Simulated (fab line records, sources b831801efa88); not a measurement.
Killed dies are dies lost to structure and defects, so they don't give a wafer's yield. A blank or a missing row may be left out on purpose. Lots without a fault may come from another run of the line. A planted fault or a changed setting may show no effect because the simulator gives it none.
Which tool did it? | flow sky130 | 11 lots, 33 wafers sampled, at 5 steps of a route of 708

WHAT THE GAUGES READ, wafer by wafer
The record holds no reading of a measuring or inspecting step that can be judged against a usual standard deviation.

WHICH TOOL RAN EACH LOT (tool, then ch and the chambers of the sampled wafers, then the start)
lot  | SKY_METAL4_ETCH_17                 | SKY_VIA4_SPUTTER_17          | SKY_VIA4_CMP_21               | SKY_PAD_OPEN_ETCH_07               | SKY_PAD_OPEN_PROBE_99
L554 | rie_diel-02 ch 0,1,3, day 41 18:20 | pvd_sputter-03, day 42 20:11 | cmp-02 ch 1,3, day 42 20:35   | rie_diel-02 ch 0,1, day 45 17:37   | prober-01, day 45 19:56
L557 | rie_diel-01 ch 0,3, day 42 23:32   | pvd_sputter-01, day 44 00:46 | cmp-02 ch 0,3, day 44 01:10   | rie_diel-03 ch 2,3, day 46 17:55   | prober-02, day 46 20:20
L560 | rie_diel-03 ch 1,2, day 44 01:06   | pvd_sputter-02, day 45 01:13 | cmp-02 ch 0,1,2, day 45 01:37 | rie_diel-02 ch 1,2, day 47 16:39   | prober-01, day 47 19:01
L561 | rie_diel-03 ch 0,1,3, day 44 03:21 | pvd_sputter-01, day 45 02:58 | cmp-01 ch 0,1,3, day 45 03:28 | rie_diel-03 ch 1,2, day 47 17:43   | prober-02, day 47 20:09
L567 | rie_diel-03 ch 2,3, day 45 11:45   | pvd_sputter-02, day 46 10:23 | cmp-02 ch 1,2,3, day 46 10:47 | rie_diel-03 ch 0,2, day 48 22:07   | prober-02, day 49 00:31
L570 | rie_diel-02 ch 0,1,3, day 46 05:06 | pvd_sputter-02, day 47 03:25 | cmp-01 ch 0,1,3, day 47 03:49 | rie_diel-03 ch 0,2, day 49 12:39   | prober-01, day 49 14:58
L571 | rie_diel-01 ch 0,2, day 46 12:54   | pvd_sputter-03, day 47 10:08 | cmp-01 ch 0,1,3, day 47 10:35 | rie_diel-03 ch 0,2, day 49 19:06   | prober-02, day 49 21:25
L573 | rie_diel-03 ch 0,2,3, day 47 01:09 | pvd_sputter-03, day 47 23:20 | cmp-01 ch 0,1,2, day 47 23:44 | rie_diel-04 ch 1,2,3, day 50 05:03 | prober-02, day 50 07:22
L574 | rie_diel-01 ch 1, day 47 06:17     | pvd_sputter-01, day 48 03:45 | cmp-01 ch 0,2, day 48 04:11   | rie_diel-03 ch 1,2,3, day 50 08:58 | prober-01, day 50 11:17
L575 | rie_diel-01 ch 1,2, day 47 12:28   | pvd_sputter-03, day 48 09:36 | cmp-01 ch 0,1,2, day 48 09:59 | rie_diel-03 ch 0,1,3, day 50 14:27 | prober-02, day 50 16:51
L576 | rie_diel-01 ch 1,2, day 47 14:24   | pvd_sputter-01, day 48 11:46 | cmp-01 ch 0,1,3, day 48 12:12 | rie_diel-04 ch 0,1,2, day 50 16:16 | prober-01, day 50 18:35
- SKY_METAL4_ETCH_17: etches SiO2 in C4F8/O2/Ar, stops on TiN, time 3.9 s, target depth 15 nm.
- SKY_VIA4_SPUTTER_17: material TiN, target thk 20 nm, time 80 s.
- SKY_VIA4_CMP_21: polishes, stops on SiO2, t overpolish 25 s, target thk 0 nm.
- SKY_PAD_OPEN_ETCH_07: etches the open film in CF4/O2, stops on AlCu, target depth 725 nm, time 161.1 s.
- SKY_PAD_OPEN_PROBE_99

WHAT THE TOOLS THEMSELVES READ (means of the sampled wafers that have a number; where no wafer has one, the mark that the record gives instead)
SKY_METAL4_ETCH_17.
lot  | tool        | bias_w (W) | chamber_pressure_mTorr (mTorr) | oes_product_au (a.u.) | rf_fwd_power_W (W)
L554 | rie_diel-02 | 1197       | 40.02                          | 0.759                 | 1467
L557 | rie_diel-01 | 1202       | 40.01                          | 0.751                 | 1476
L560 | rie_diel-03 | 1197       | 40.02                          | 0.754                 | 1470
L561 | rie_diel-03 | 1200       | 40.01                          | 0.755                 | 1472
L567 | rie_diel-03 | 1200       | 40.01                          | 0.754                 | 1476
L570 | rie_diel-02 | 1200       | 39.97                          | 0.751                 | 1461
L571 | rie_diel-01 | 1201       | 40.03                          | 0.748                 | 1473
L573 | rie_diel-03 | 1200       | 40.00                          | 0.758                 | 1473
L574 | rie_diel-01 | 1196       | 39.99                          | 0.751                 | 1458
L575 | rie_diel-01 | 1198       | 40.01                          | 0.756                 | 1463
L576 | rie_diel-01 | 1199       | 40.00                          | 0.754                 | 1464

SKY_VIA4_SPUTTER_17.
lot  | tool           | chamber_pressure_pa (Pa) | throttle_valve_pct (%)
L554 | pvd_sputter-03 | 4.988                    | 29.0
L557 | pvd_sputter-01 | 5.007                    | 29.8
L560 | pvd_sputter-02 | 4.994                    | 30.1
L561 | pvd_sputter-01 | 4.996                    | 28.9
L567 | pvd_sputter-02 | 5.005                    | 30.3
L570 | pvd_sputter-02 | 4.999                    | 29.9
L571 | pvd_sputter-03 | 5.000                    | 29.2
L573 | pvd_sputter-03 | 4.998                    | 29.2
L574 | pvd_sputter-01 | 4.999                    | 30.4
L575 | pvd_sputter-03 | 4.998                    | 29.2
L576 | pvd_sputter-01 | 5.000                    | 30.3

SKY_VIA4_CMP_21.
lot  | tool   | motor_current_A (A) | overpolish_run_s (s) | retaining_ring_pressure_frac | time_to_endpoint_s (s)
L554 | cmp-02 | 10.8                | 25.000               | 0.997                        | 126
L557 | cmp-02 | 11.1                | 24.999               | 1.000                        | 121
L560 | cmp-02 | 9.9                 | 24.996               | 1.007                        | 125
L561 | cmp-01 | 10.7                | 24.992               | 1.003                        | 124
L567 | cmp-02 | 10.2                | 24.999               | 0.997                        | 118
L570 | cmp-01 | 10.7                | 25.000               | 0.996                        | 125
L571 | cmp-01 | 10.7                | 25.003               | 1.003                        | 123
L573 | cmp-01 | 10.4                | 24.997               | 0.999                        | 121
L574 | cmp-01 | 11.2                | 24.995               | 1.000                        | 119
L575 | cmp-01 | 10.4                | 25.006               | 0.999                        | 122
L576 | cmp-01 | 10.8                | 25.001               | 0.999                        | 126

SKY_PAD_OPEN_ETCH_07.
lot  | tool        | O2_flow_sccm (sccm) | bias_w (W) | drypump_motor_current_A (A) | oes_product_au (a.u.) | rf_fwd_power_W (W) | throttle_valve_pct (%)
L554 | rie_diel-02 | 10.00               | 149.5      | 5.7                         | 0.980                 | 797.5              | 5.970
L557 | rie_diel-03 | 10.00               | 149.5      | 5.5                         | 0.971                 | 798.7              | 5.962
L560 | rie_diel-02 | 10.01               | 150.2      | 6.1                         | 0.985                 | 799.8              | 5.969
L561 | rie_diel-03 | 10.02               | 150.1      | 5.6                         | 0.980                 | 797.0              | 5.964
L567 | rie_diel-03 | 10.02               | 150.2      | 5.8                         | 0.976                 | 797.2              | 5.956
L570 | rie_diel-03 | -                   | -          | -                           | -                     | -                  | -
L571 | rie_diel-03 | -                   | -          | -                           | -                     | -                  | -
L573 | rie_diel-04 | 10.01               | 149.8      | 5.5                         | 0.974                 | 795.1              | 5.960
L574 | rie_diel-03 | 10.03               | 150.0      | 5.5                         | 0.976                 | 798.3              | 5.957
L575 | rie_diel-03 | 10.00               | 150.0      | 5.6                         | 0.977                 | 796.8              | 5.959
L576 | rie_diel-04 | 10.03               | 149.8      | 5.1                         | 0.970                 | 798.1              | 5.956

SKY_PAD_OPEN_PROBE_99.
lot  | tool      | defect_limited_yield (%) | killed_at_M0_to_M3 | killed_at_M4_up | killed_at_contacts | killed_at_front_end | killed_at_other | killed_dies | killed_on_rim | killed_open | killed_short | sort_bin_3_pad_short (%) | sort_bin_5_function (%) | sort_bin_6_memory (%) | sort_n_pass | sort_yield_pct (%)
L554 | prober-01 | 81.2                     | 51                 | 4.0             | 24                 | 14                  | 0.0             | 93          | 17            | 54          | 39           | 0.9                      | 11.6                    | 6.3                   | 399         | 81.2
L557 | prober-02 | 82.6                     | 43                 | 3.3             | 28                 | 11                  | 0.0             | 86          | 17            | 49          | 36           | 0.6                      | 10.5                    | 6.3                   | 406         | 82.6
L560 | prober-01 | 84.3                     | 38                 | 2.7             | 23                 | 14                  | 0.0             | 77          | 19            | 42          | 35           | 1.1                      | 8.3                     | 6.2                   | 415         | 84.3
L561 | prober-02 | 82.9                     | 45                 | 2.3             | 21                 | 16                  | 0.0             | 84          | 17            | 49          | 35           | 0.7                      | 10.2                    | 6.1                   | 408         | 82.9
L567 | prober-02 | 84.5                     | 43                 | 3.0             | 20                 | 10                  | 0.3             | 76          | 17            | 43          | 34           | 0.8                      | 9.1                     | 5.6                   | 416         | 84.5
L570 | prober-01 | 0.0                      | 44                 | 3.7             | 24                 | 15                  | 405.3           | 492         | 96            | 49          | 38           | 0.3                      | 93.0                    | 6.7                   | 0           | 0.0
L571 | prober-02 | 0.0                      | 40                 | 2.0             | 23                 | 13                  | 414.3           | 492         | 96            | 39          | 38           | 0.8                      | 93.0                    | 6.2                   | 0           | 0.0
L573 | prober-02 | 82.0                     | 41                 | 4.3             | 27                 | 16                  | 0.3             | 89          | 15            | 49          | 40           | 0.7                      | 11.0                    | 6.4                   | 403         | 82.0
L574 | prober-01 | 83.5                     | 35                 | 2.3             | 27                 | 16                  | 0.3             | 81          | 16            | 46          | 35           | 0.7                      | 9.4                     | 6.4                   | 411         | 83.5
L575 | prober-02 | 81.0                     | 46                 | 3.3             | 29                 | 15                  | 0.3             | 94          | 17            | 50          | 43           | 0.8                      | 11.8                    | 6.4                   | 398         | 81.0
L576 | prober-01 | 84.5                     | 33                 | 2.3             | 27                 | 14                  | 0.0             | 76          | 15            | 44          | 32           | 0.7                      | 9.2                     | 5.7                   | 416         | 84.5

THE ANSWER, worked out from the rows above alone
Rule: what is usual is taken from the lots themselves. Put in order of their means at a reading, lots are off if they are a third of the lots or fewer, leave a main group of 4 or more, and stand apart from it by a gap of 3 or more times the standard deviation of the main group's means; of several such gaps the widest counts. A main group whose means are all the same, to the digits that the tables above print for the reading, isn't used. A lot without any number at a reading at which 4 lots or more have one is off too. The other lots that the step has rows for count as sound. The gauges are gone through in route order, then the tools' own readings, and for those a lot's mean is taken as printed above. The first step at which some lot is off is used, and at that step the reading that is off furthest; a lot without a number counts as furthest.
Off: L570, L571, at SKY_PAD_OPEN_ETCH_07 (O2_flow_sccm). Without a number there: L570, L571. The main group: mean 10.01 sccm, standard deviation 0.012.
A tool fits if, at that step or a process step before it, it ran every lot that is off, and no sound lot after the first of them. None of those tried fits.

WHAT THE SIMULATOR HAD PUT IN
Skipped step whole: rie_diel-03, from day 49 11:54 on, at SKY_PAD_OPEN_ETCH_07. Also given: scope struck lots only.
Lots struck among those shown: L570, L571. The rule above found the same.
